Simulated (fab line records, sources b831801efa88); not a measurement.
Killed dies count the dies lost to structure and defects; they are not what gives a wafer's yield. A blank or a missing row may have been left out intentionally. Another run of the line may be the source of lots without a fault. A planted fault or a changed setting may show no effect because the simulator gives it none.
fab line records	flow sky130
record lots=5	wafers=15	last-day=49
route steps=708 shown SD_P@327 RES_XHIGH@332 SD_N@342 SALICIDE@361 PAD_OPEN@708
lots that met no fault: taken from a fault-free run of the same line
start-h: hours from the record's opening day to when the first of the lot's shown wafers began	wait-h: hours since the lot's step before	" identical to the entry in the row above	L1.1+2: several wafers, shown together as one row	- no value, or no start was given	* or withheld: withheld	< > ~ a bound
route shown NAME@n: names a module that has steps shown in the file, with the first one's number in the route	usual: mean/standard deviation taken from wafers without a fault	same: alike in all rows	chamber/n: place in a boat	sites: each site's reading	_std_site: the standard deviation of these	_edge_site: the outer-site mean with the inner-site mean subtracted	radius-mm: how far each site lies from the wafer's centre	mask NAME#n: copy n	behind: the most recent tool/chamber to have shaped the wafer	hold: the reason the lot was held/the length of the hold in hours/how it ended	device: transistor that didn't switch, given as n, p or np	end of line: tests of these same wafers at the route's end	a step given without rows: its recipe and nothing more	killed: the dies lost at the first sort to structure and to defects; this is not the yield of the wafer	map: the dies of a wafer, with x for killed, . for not killed, _ for no die there
set.NAME: the run value of the setting; set.NAME@STEP: its run value at that earlier step	model.NAME: the simulator's own value behind a step, which no gauge read
a table for each step, a row for each wafer; lots at some steps of the route
services: from which hour (start-h, from the record's first day; less than 0 if before it) a tool's chamber was out of use, for how many hours, and why
## steps
# step SKY_SD_P_CD_MEAS_07
# recipe target-cd-nm=380
# usual cd-nm=380.0/2.8
lot.wafer	tool	chamber	start-h	wait-h	cd-nm
L623.2	cd-sem-01	-	581.75	0.1	381.3
L623.3	"	-	"	"	382.4
L623.4	"	-	"	"	382.0
L624.1	cd-sem-01	-	592.26	0.1	379.9
L624.3	"	-	"	"	381.0
L624.5	"	-	"	"	379.9
L633.2	cd-sem-01	-	664.75	0.1	376.5
L633.5	"	-	"	"	375.4
L633.6	"	-	"	"	378.9
L641.3	cd-sem-01	-	745.02	0.1	376.9
L641.5	"	-	"	"	376.7
L641.6	"	-	"	"	378.3
L640.1	cd-sem-01	-	747.23	0.1	379.6
L640.2	"	-	"	"	383.3
L640.4	"	-	"	"	377.3
# step SKY_SD_P_OVL_MEAS_08
# usual SD_P_OVL=-0.9/1.7
lot.wafer	tool	chamber	start-h	wait-h	SD_P_OVL[nm]
L623.2	overlay-01	-	581.85	0.1	-2.8
L623.3	"	-	"	"	-0.6
L623.4	"	-	"	"	-1.2
L624.1	overlay-01	-	592.38	0.1	-1.5
L624.3	"	-	"	"	-2.5
L624.5	"	-	"	"	-2.4
L633.2	overlay-01	-	664.85	0.1	-3.3
L633.5	"	-	"	"	-4.2
L633.6	"	-	"	"	-3.3
L641.3	overlay-02	-	745.11	0.1	1.6
L641.5	"	-	"	"	1.1
L641.6	"	-	"	"	-0.5
L640.1	overlay-01	-	747.35	0.1	-0.9
L640.2	"	-	"	"	-1.7
L640.4	"	-	"	"	-1.3
# step SKY_SD_P_IMPLANT_09
# recipe species=BF2	energy-kev=20	dose-cm2=3e+15	tilt-deg=0
# step SKY_SD_P_STRIP_10
# recipe chemistry=O2/N2	power-w=1400	pressure-mtorr=1500	platen-temp-c=withheld	o2-flow-sccm=3000	n2-flow-sccm=300	overash-fraction=0.5
# usual drypump-motor-current-A=5.53/0.22	oes-product-au=0.618/0.0043	strip-time-to-endpoint-s=17.50/0.042
lot.wafer	tool	chamber	start-h	wait-h	drypump-motor-current-A	oes-product-au	rf-hours-counter-h	strip-time-to-endpoint-s
L623.2	plasma-asher-01	0	582.03	0.1	5.55	0.612	87	17.46
L623.3	"	1	"	"	5.39	0.613	-	17.45
L623.4	"	0	"	"	5.55	0.626	-	17.43
L624.1	plasma-asher-03	0	592.57	0.1	5.21	0.620	17	17.58
L624.3	"	1	"	"	5.91	0.623	-	17.55
L624.5	"	0	"	"	5.18	0.621	-	17.58
L633.2	plasma-asher-03	1	665.03	0.1	5.92	0.620	24	17.47
L633.5	"	1	"	"	5.90	0.614	-	17.46
L633.6	"	0	"	"	5.18	0.618	-	17.43
L641.3	plasma-asher-01	0	745.32	0.1	5.54	0.625	-	17.56
L641.5	"	0	"	"	5.53	0.619	-	17.57
L641.6	"	1	"	"	5.43	0.622	-	17.55
L640.1	plasma-asher-03	1	747.54	0.1	5.91	0.626	31	17.45
L640.2	"	0	"	"	5.21	0.617	31	17.45
L640.4	"	0	"	"	5.22	0.619	-	17.48
# step SKY_SD_P_TW_MEAS_11
# usual SD_P_TW=2814/26
lot.wafer	tool	chamber	start-h	wait-h	SD_P_TW
L623.2	film-metro-03	-	582.14	0.1	2812
L623.3	"	-	"	"	2814
L623.4	"	-	"	"	2795
L624.1	film-metro-02	-	592.67	0.1	2822
L624.3	"	-	"	"	2831
L624.5	"	-	"	"	2824
L633.2	film-metro-02	-	665.14	0.1	2830
L633.5	"	-	"	"	2823
L633.6	"	-	"	"	2823
L641.3	film-metro-02	-	745.41	0.1	2824
L641.5	"	-	"	"	2823
L641.6	"	-	"	"	2835
L640.1	film-metro-04	-	747.64	0.1	2753
L640.2	"	-	"	"	2775
L640.4	"	-	"	"	2754
# step SKY_RES_XHIGH_DEHYDRATE_00
# recipe temp-c=200	time-s=60
# step SKY_RES_XHIGH_HMDS_01
# recipe prime-time-s=60	prime-temp-c=120
# step SKY_RES_XHIGH_COAT_02
# recipe resist=NOVOLAK	spin-rpm=3000	resist-thk-nm=1140
# step SKY_RES_XHIGH_SOFTBAKE_03
# recipe temp-c=90	time-s=60	resist=NOVOLAK
# step SKY_RES_XHIGH_EXPOSE_04
# recipe mask-id=URPM	na=0.6	source-shape=conventional	sigma-outer=0.6	polarization=unpolarized	target-cd-nm=1270	dose-mj=140
# step SKY_RES_XHIGH_PEB_05
# recipe temp-c=withheld	time-s=*	resist=NOVOLAK
# step SKY_RES_XHIGH_DEVELOP_06
# recipe resist=NOVOLAK	developer=TMAH	develop-time-s=60	dev-temp-c=23
# step SKY_RES_XHIGH_IMPLANT_07
# recipe species=BF2	energy-kev=20	dose-cm2=3.6e+14	tilt-deg=0
lot.wafer	tool	chamber	start-h	wait-h
L623.2+3+4	implanter-02	0	611.67	0.1
L624.1+3+5	implanter-04	0	621.40	0.1
L633.2+5+6	implanter-01	0	692.39	0.1
L641.3+5+6	implanter-01	0	772.28	0.1
L640.1+2+4	implanter-01	0	773.75	0.1
# step SKY_RES_XHIGH_STRIP_08
# recipe chemistry=O2/N2	power-w=1400	pressure-mtorr=1500	platen-temp-c=withheld	o2-flow-sccm=3000	n2-flow-sccm=300	overash-fraction=0.5
# usual drypump-motor-current-A=5.68/0.3	oes-product-au=0.711/0.0042	strip-time-to-endpoint-s=14.26/0.045
lot.wafer	tool	chamber	start-h	wait-h	drypump-motor-current-A	oes-product-au	rf-hours-counter-h	strip-time-to-endpoint-s
L623.2	plasma-asher-04	1	611.80	0.1	5.71	0.710	46	14.31
L623.3	"	1	"	"	5.73	0.712	-	14.24
L623.4	"	0	"	"	6.11	0.706	-	14.34
L624.1	plasma-asher-01	1	621.55	0.1	5.44	0.715	91	14.32
L624.3	"	1	"	"	5.45	0.714	-	14.31
L624.5	"	0	"	"	5.53	0.703	-	14.34
L633.2	plasma-asher-03	0	692.51	0.1	5.22	0.708	26	14.24
L633.5	"	0	"	"	5.22	0.711	-	14.25
L633.6	"	1	"	"	5.90	0.713	-	14.22
L641.3	plasma-asher-04	1	772.41	0.1	5.70	0.708	-	14.26
L641.5	"	1	"	"	5.73	0.706	-	14.26
L641.6	"	0	"	"	6.08	0.713	-	14.31
L640.1	plasma-asher-04	1	773.90	0.1	5.72	0.709	63	14.17
L640.2	"	0	"	"	6.08	0.712	63	14.17
L640.4	"	1	"	"	5.67	0.710	-	14.11
# step SKY_RES_XHIGH_TW_MEAS_09
# usual RES_XHIGH_TW=1624/17
lot.wafer	tool	chamber	start-h	wait-h	RES_XHIGH_TW
L623.2	film-metro-04	-	611.91	0.1	1607
L623.3	"	-	"	"	1609
L623.4	"	-	"	"	1600
L624.1	film-metro-02	-	621.65	0.1	1641
L624.3	"	-	"	"	1643
L624.5	"	-	"	"	1650
L633.2	film-metro-04	-	692.62	0.1	1623
L633.5	"	-	"	"	1614
L633.6	"	-	"	"	1621
L641.3	film-metro-04	-	772.50	0.1	1602
L641.5	"	-	"	"	1603
L641.6	"	-	"	"	1605
L640.1	film-metro-02	-	774.03	0.1	1648
L640.2	"	-	"	"	1641
L640.4	"	-	"	"	1590
# step SKY_SD_N_DEHYDRATE_00
# recipe temp-c=200	time-s=60
# step SKY_SD_N_HMDS_01
# recipe prime-time-s=60	prime-temp-c=120
# step SKY_SD_N_COAT_02
# recipe resist=NOVOLAK	spin-rpm=3000	resist-thk-nm=1140
# step SKY_SD_N_SOFTBAKE_03
# recipe temp-c=90	time-s=60	resist=NOVOLAK
# step SKY_SD_N_EXPOSE_04
# recipe mask-id=NSDM	na=0.6	source-shape=conventional	sigma-outer=0.6	polarization=unpolarized	target-cd-nm=380	dose-mj=141
# step SKY_SD_N_PEB_05
# recipe temp-c=withheld	time-s=*	resist=NOVOLAK
# step SKY_SD_N_DEVELOP_06
# recipe resist=NOVOLAK	developer=TMAH	develop-time-s=60	dev-temp-c=23
# step SKY_SD_N_CD_MEAS_07
# recipe target-cd-nm=380
# usual cd-nm=380.0/2.4
lot.wafer	tool	chamber	start-h	wait-h	cd-nm
L623.2	cd-sem-01	-	641.32	0.1	380.9
L623.3	"	-	"	"	380.2
L623.4	"	-	"	"	380.0
L624.1	cd-sem-02	-	650.38	0.1	384.2
L624.3	"	-	"	"	381.7
L624.5	"	-	"	"	383.8
L633.2	cd-sem-01	-	720.35	0.1	380.2
L633.5	"	-	"	"	382.6
L633.6	"	-	"	"	383.2
L641.3	cd-sem-02	-	797.77	0.1	383.6
L641.5	"	-	"	"	384.7
L641.6	"	-	"	"	383.1
L640.1	cd-sem-02	-	801.03	0.1	380.2
L640.2	"	-	"	"	379.8
L640.4	"	-	"	"	382.6
# step SKY_SD_N_OVL_MEAS_08
# usual SD_N_OVL=-0.2/1.3
lot.wafer	tool	chamber	start-h	wait-h	SD_N_OVL[nm]
L623.2	overlay-02	-	641.42	0.1	0.8
L623.3	"	-	"	"	0.7
L623.4	"	-	"	"	0.3
L624.1	overlay-02	-	650.50	0.1	1.1
L624.3	"	-	"	"	-0.8
L624.5	"	-	"	"	-0.2
L633.2	overlay-01	-	720.46	0.1	-1.9
L633.5	"	-	"	"	-2.1
L633.6	"	-	"	"	-1.7
L641.3	overlay-01	-	797.86	0.1	-1.0
L641.5	"	-	"	"	-0.4
L641.6	"	-	"	"	-1.5
L640.1	overlay-02	-	801.15	0.1	-0.8
L640.2	"	-	"	"	0.2
L640.4	"	-	"	"	-1.3
# step SKY_SD_N_IMPLANT_09
# recipe species=As	energy-kev=50	dose-cm2=4e+15	tilt-deg=0
# step SKY_SD_N_IMPLANT_10
# recipe species=P	energy-kev=20	dose-cm2=1e+14	tilt-deg=0
# step SKY_SD_N_STRIP_11
# recipe chemistry=O2/N2	power-w=1400	pressure-mtorr=1500	platen-temp-c=withheld	o2-flow-sccm=3000	n2-flow-sccm=300	overash-fraction=0.5
# usual drypump-motor-current-A=5.7/0.32	oes-product-au=0.527/0.0041	strip-time-to-endpoint-s=22.54/0.036
lot.wafer	tool	chamber	start-h	wait-h	drypump-motor-current-A	oes-product-au	rf-hours-counter-h	strip-time-to-endpoint-s
L623.2	plasma-asher-04	1	641.75	0.1	5.7	0.529	49	22.55
L623.3	"	0	"	"	6.1	0.526	-	22.61
L623.4	"	1	"	"	5.7	0.523	-	22.59
L624.1	plasma-asher-03	1	650.83	0.1	5.9	0.528	23	22.52
L624.3	"	1	"	"	5.9	0.529	-	22.54
L624.5	"	0	"	"	5.2	0.525	-	22.53
L633.2	plasma-asher-03	1	720.79	0.1	5.9	0.536	28	22.51
L633.5	"	1	"	"	5.9	0.524	-	22.49
L633.6	"	0	"	"	5.2	0.534	-	22.51
L641.3	plasma-asher-03	0	798.22	0.1	5.2	0.521	-	22.54
L641.5	"	1	"	"	5.9	0.529	-	22.55
L641.6	"	0	"	"	5.2	0.530	-	22.53
L640.1	plasma-asher-03	0	801.48	0.1	5.2	0.529	35	22.54
L640.2	"	1	"	"	5.9	0.518	35	22.60
L640.4	"	0	"	"	5.2	0.526	-	22.53
# step SKY_SD_N_TW_MEAS_12
# usual SD_N_TW=3953/40
lot.wafer	tool	chamber	start-h	wait-h	SD_N_TW
L623.2	film-metro-04	-	641.86	0.1	3900
L623.3	"	-	"	"	3886
L623.4	"	-	"	"	3905
L624.1	film-metro-02	-	650.93	0.1	4022
L624.3	"	-	"	"	4017
L624.5	"	-	"	"	4010
L633.2	film-metro-02	-	720.90	0.1	3995
L633.5	"	-	"	"	4004
L633.6	"	-	"	"	3986
L641.3	film-metro-03	-	798.30	0.1	3981
L641.5	"	-	"	"	3989
L641.6	"	-	"	"	3979
L640.1	film-metro-03	-	801.58	0.1	3942
L640.2	"	-	"	"	3965
L640.4	"	-	"	"	3960
# step SKY_SD_N_CLEAN_13
# recipe chemistry=SC1/SC2	mix=1:4:20	temp-c=70	time-s=150	dry=n2-spin
# step SKY_SD_N_RTA_14
# recipe temp-c=1075	time-s=2	idle-temp-c=650	ramp-up-c-per-s=150	ramp-down-c-per-s=90	ambient=N2
# usual lamp-power-pct=15.74/0.053	wafer_temp_C_max=1078.0/1.3
lot.wafer	tool	chamber	start-h	wait-h	lamp-power-pct	wafer_temp_C_max
L623.2	rtp-anneal-02	0	641.98	0.0	15.77	1076.4
L623.3	"	0	"	"	15.82	1077.3
L623.4	"	0	"	"	15.65	1079.4
L624.1	rtp-anneal-01	0	651.04	0.0	15.78	1076.2
L624.3	"	0	"	"	15.81	1075.6
L624.5	"	0	"	"	15.70	1080.4
L633.2	rtp-anneal-02	0	721.01	0.0	15.72	1075.3
L633.5	"	0	"	"	15.74	1075.0
L633.6	"	0	"	"	15.80	1076.2
L641.3	rtp-anneal-01	0	798.41	0.0	15.69	1078.0
L641.5	"	0	"	"	15.71	1077.4
L641.6	"	0	"	"	15.76	1077.7
L640.1	rtp-anneal-02	0	801.69	0.0	15.72	1078.5
L640.2	"	0	"	"	15.78	1076.4
L640.4	"	0	"	"	15.69	1077.4
# step SKY_SD_N_RS_MEAS_16
# recipe thk-meas-gauge=four-point-probe
# usual SD_N_RS=68.55/0.12
lot.wafer	tool	chamber	start-h	wait-h	SD_N_RS[ohm/sq]
L623.2	film-metro-02	-	642.16	0.1	68.40
L623.3	"	-	"	"	68.59
L623.4	"	-	"	"	68.56
L624.1	film-metro-04	-	651.22	0.1	68.60
L624.3	"	-	"	"	68.58
L624.5	"	-	"	"	68.50
L633.2	film-metro-03	-	721.19	0.1	68.37
L633.5	"	-	"	"	68.45
L633.6	"	-	"	"	68.37
L641.3	film-metro-04	-	798.61	0.1	68.77
L641.5	"	-	"	"	68.74
L641.6	"	-	"	"	68.55
L640.1	film-metro-03	-	801.87	0.1	68.54
L640.2	"	-	"	"	68.73
L640.4	"	-	"	"	68.64
# step SKY_SD_N_RS_MEAS_17
# recipe thk-meas-gauge=four-point-probe
# usual SD_P_RS=147.1/0.38
lot.wafer	tool	chamber	start-h	wait-h	SD_P_RS[ohm/sq]
L623.2	film-metro-02	-	642.28	0.1	147.0
L623.3	"	-	"	"	147.2
L623.4	"	-	"	"	147.3
L624.1	film-metro-04	-	651.34	0.1	147.2
L624.3	"	-	"	"	147.4
L624.5	"	-	"	"	147.0
L633.2	film-metro-03	-	721.31	0.1	146.5
L633.5	"	-	"	"	146.4
L633.6	"	-	"	"	146.7
L641.3	film-metro-04	-	798.73	0.1	147.4
L641.5	"	-	"	"	147.6
L641.6	"	-	"	"	147.8
L640.1	film-metro-03	-	801.99	0.1	147.3
L640.2	"	-	"	"	147.2
L640.4	"	-	"	"	147.4
# step SKY_SD_N_RS_MEAS_18
# recipe thk-meas-gauge=four-point-probe
# usual RES_XHIGH_RS=333.1/1.3
lot.wafer	tool	chamber	start-h	wait-h	RES_XHIGH_RS[ohm/sq]
L623.2	film-metro-02	-	642.40	0.1	332.2
L623.3	"	-	"	"	334.0
L623.4	"	-	"	"	333.1
L624.1	film-metro-04	-	651.46	0.1	332.7
L624.3	"	-	"	"	333.3
L624.5	"	-	"	"	333.8
L633.2	film-metro-03	-	721.43	0.1	331.8
L633.5	"	-	"	"	331.8
L633.6	"	-	"	"	332.2
L641.3	film-metro-04	-	798.85	0.1	333.0
L641.5	"	-	"	"	331.6
L641.6	"	-	"	"	332.5
L640.1	film-metro-03	-	802.11	0.1	333.6
L640.2	"	-	"	"	333.4
L640.4	"	-	"	"	363.5
# step SKY_SALICIDE_CLEAN_00
# recipe chemistry=HF-last	time-s=30	dilution=100:1	dry=ipa-marangoni
# step SKY_PAD_OPEN_PROBE_99
# usual killed_at_M0_to_M3=45/6.6	killed_at_M4_up=3.1/1.6	killed-at-contacts=24/5	killed-at-front-end=14/4.4	killed-at-other=0.3/0.58	killed-dies=87/9.2	killed-open=47/6.7	killed-short=40/6.4
# same gross-dies=492	killed-at-back-side=0
lot.wafer	tool	chamber	start-h	wait-h	killed_at_M0_to_M3	killed_at_M4_up	killed-at-contacts	killed-at-front-end	killed-at-other	killed-dies	killed-open	killed-short	model.etest.res-xhigh-po.rs-ohm-sq-range	model.etest.res-xhigh-po.rs-ohm-sq-rim-less-centre
L623.2	prober-01	-	1074.20	0.1	50	2	30	15	1	98	50	48	137.3	-125.5
L623.3	prober-01	-	1074.25	0.2	54	2	28	9	0	93	54	39	122.7	-101.8
L623.4	prober-01	-	1074.30	0.2	38	5	31	12	0	86	44	42	126.4	-104
L624.1	prober-02	-	1078.55	0.1	47	5	22	12	0	86	44	42	43.77	-3.712
L624.3	prober-02	-	1078.65	0.2	50	1	21	15	0	87	43	44	34.01	0.3517
L624.5	prober-02	-	1078.75	0.2	46	5	21	17	0	89	46	43	34.35	-8.569
L633.2	prober-01	-	1131.60	0.1	47	3	25	19	0	94	53	41	87.07	-63.51
L633.5	prober-01	-	1131.75	0.2	44	3	24	25	1	97	49	48	56.92	-46.73
L633.6	prober-01	-	1131.80	0.2	42	5	30	30	0	107	61	46	52.31	-28.57
L641.3	prober-02	-	1182.10	0.2	51	5	15	13	1	85	47	38	61.55	-38.41
L641.5	prober-02	-	1182.20	0.2	46	3	15	16	0	80	44	36	73	-61.35
L641.6	prober-02	-	1182.25	0.2	44	0	20	15	1	80	46	34	66.4	-44.27
L640.1	prober-01	-	1183.81	0.1	40	2	28	16	0	86	44	42	115.2	-107.8
L640.2	prober-01	-	1183.86	0.1	40	3	39	16	1	99	53	46	110.1	-101.8
L640.4	prober-01	-	1183.96	0.2	51	1	26	11	0	89	53	36	2504	478.2
# killed by level:class
L623.2 CONTACT:geometric-particle:open=13 LI_CONTACT:geometric-particle:open=12 VIA1:geometric-particle:open=9 VIA1:geometric-particle:short=9 METAL1:geometric-particle:short=8 VIA2:geometric-particle:open=7 POLY_GATE:geometric-particle:short=6 METAL2:geometric-particle:short=5
L623.3 CONTACT:geometric-particle:open=14 VIA3:geometric-particle:open=11 VIA1:geometric-particle:open=10 VIA2:geometric-particle:open=9 METAL2:geometric-particle:short=6 LOCAL_INTERCONNECT:geometric-particle:short=6 CONTACT:geometric-particle:short=6 VIA2:geometric-particle:short=5
L623.4 CONTACT:geometric-particle:open=14 VIA1:geometric-particle:open=7 VIA1:geometric-particle:short=6 VIA3:geometric-particle:open=6 LI_CONTACT:geometric-particle:short=5 LI_CONTACT:geometric-particle:open=5 CONTACT:geometric-particle:short=5 VIA2:geometric-particle:open=5
L624.1 VIA1:geometric-particle:short=9 VIA1:geometric-particle:open=8 CONTACT:geometric-particle:open=8 METAL1:geometric-particle:short=7 METAL2:geometric-particle:short=7 LI_CONTACT:geometric-particle:open=6 VIA2:geometric-particle:open=6 POLY_GATE:geometric-particle:open=5
L624.3 VIA1:geometric-particle:open=10 METAL1:geometric-particle:short=8 CONTACT:geometric-particle:open=7 VIA2:geometric-particle:open=6 FIELD_ISO:geometric-particle:open=5 VIA1:geometric-particle:short=5 METAL2:geometric-particle:short=5 VIA3:geometric-particle:open=5
L624.5 VIA1:geometric-particle:open=11 VIA2:geometric-particle:open=7 VIA3:geometric-particle:open=7 CONTACT:geometric-particle:short=6 VIA1:geometric-particle:short=6 LI_CONTACT:geometric-particle:open=5 METAL1:geometric-particle:short=5 METAL4:geometric-particle:short=5
L633.2 VIA1:geometric-particle:open=17 CONTACT:geometric-particle:open=10 CONTACT:geometric-particle:short=7 VIA2:geometric-particle:short=6 FIELD_ISO:geometric-particle:short=5 POLY_GATE:geometric-particle:short=5 POLY_GATE:geometric-particle:open=5 METAL2:geometric-particle:open=5
L633.5 POLY_GATE:geometric-particle:short=9 VIA1:geometric-particle:open=9 FIELD_ISO:geometric-particle:open=8 VIA1:geometric-particle:short=8 VIA2:geometric-particle:open=8 CONTACT:geometric-particle:open=7 LI_CONTACT:geometric-particle:open=7 VIA3:geometric-particle:open=5
L633.6 CONTACT:geometric-particle:open=12 VIA1:geometric-particle:open=9 FIELD_ISO:geometric-particle:open=8 CONTACT:geometric-particle:short=8 POLY_GATE:geometric-particle:short=7 POLY_GATE:geometric-particle:open=7 VIA2:geometric-particle:open=7 FIELD_ISO:geometric-particle:short=6
L641.3 VIA1:geometric-particle:open=13 VIA3:geometric-particle:open=8 VIA1:geometric-particle:short=7 VIA2:geometric-particle:open=7 METAL2:geometric-particle:short=6 LI_CONTACT:geometric-particle:open=5 POLY_GATE:geometric-particle:short=4 METAL4:geometric-particle:short=4
L641.5 VIA1:geometric-particle:open=15 POLY_GATE:geometric-particle:open=8 VIA2:geometric-particle:open=8 METAL2:geometric-particle:short=7 CONTACT:geometric-particle:open=6 CONTACT:geometric-particle:short=5 VIA1:geometric-particle:short=4 METAL1:geometric-particle:short=4
L641.6 CONTACT:geometric-particle:open=9 VIA1:geometric-particle:open=9 VIA3:geometric-particle:open=8 VIA1:geometric-particle:short=7 FIELD_ISO:geometric-particle:short=5 METAL2:geometric-particle:short=5 FIELD_ISO:geometric-particle:open=4 LI_CONTACT:geometric-particle:open=4
L640.1 CONTACT:geometric-particle:open=11 CONTACT:geometric-particle:short=10 VIA3:geometric-particle:open=10 VIA1:geometric-particle:open=9 FIELD_ISO:geometric-particle:short=5 POLY_GATE:geometric-particle:short=5 LOCAL_INTERCONNECT:geometric-particle:short=5 METAL2:geometric-particle:short=3
L640.2 LI_CONTACT:geometric-particle:open=16 LOCAL_INTERCONNECT:geometric-particle:short=8 CONTACT:geometric-particle:open=7 VIA1:geometric-particle:open=7 VIA1:geometric-particle:short=6 POLY_GATE:geometric-particle:short=5 VIA2:geometric-particle:short=5 FIELD_ISO:geometric-particle:short=4
L640.4 VIA1:geometric-particle:open=13 VIA3:geometric-particle:open=9 LI_CONTACT:geometric-particle:open=8 CONTACT:geometric-particle:short=8 CONTACT:geometric-particle:open=7 METAL2:geometric-particle:short=5 VIA2:geometric-particle:open=5 VIA3:geometric-particle:short=5
## services
tool	chamber	start-h	hours	kind
plasma-asher-01	-	563.99	1.2	repair
implanter-02	-	591.23	4.8	repair
implanter-01	-	618.53	6.6	repair
implanter-04	-	627.54	4.9	pm
implanter-02	-	654.54	7.2	pm
implanter-01	-	660.74	3.7	repair
implanter-04	-	681.05	2.4	pm
plasma-asher-03	-	700.71	2.8	pm
plasma-asher-03	-	706.02	11.1	repair
implanter-02	-	733.54	43.5	pm
plasma-asher-01	-	733.75	9.0	pm
plasma-asher-01	0	733.75	9.0	vent-cycle
plasma-asher-01	1	733.75	9.0	vent-cycle
plasma-asher-01	0	742.75	-	clean
plasma-asher-01	1	742.75	-	clean
plasma-asher-03	-	754.58	12.2	pm
implanter-01	-	763.72	6.4	pm
plasma-asher-01	-	770.12	3.0	repair
## key
first-sign step=SKY_SD_N_RS_MEAS_18	reading=RES_XHIGH_RS	direction=up	sigmas=24	usual=333.1	struck=363.5
effect none on later readings
model-effect step=SKY_PAD_OPEN_PROBE_99	value=etest.res-xhigh-po.rs-ohm-sq-range	without=108.7	struck=2504
met-at SKY_RES_XHIGH_IMPLANT_07
struck-wafers L640.4
tester-left-out L640
onset-between 772.28 773.75
fault kind=process-parameter-drift	tool=implanter-01	chamber=-	onset-h=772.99	steps=SKY_RES_XHIGH_IMPLANT_07	channel=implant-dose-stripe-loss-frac	offset=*	shape=step	end-h=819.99	scope=struck-wafers-only
# tester-left-out: of these lots the tester's yield and bins aren't shown, on N5 and GAA mostly nor the transistor test; their killed dies are dies lost to structure and defects alone, not to doping, threshold or leakage, so they don't give the yield
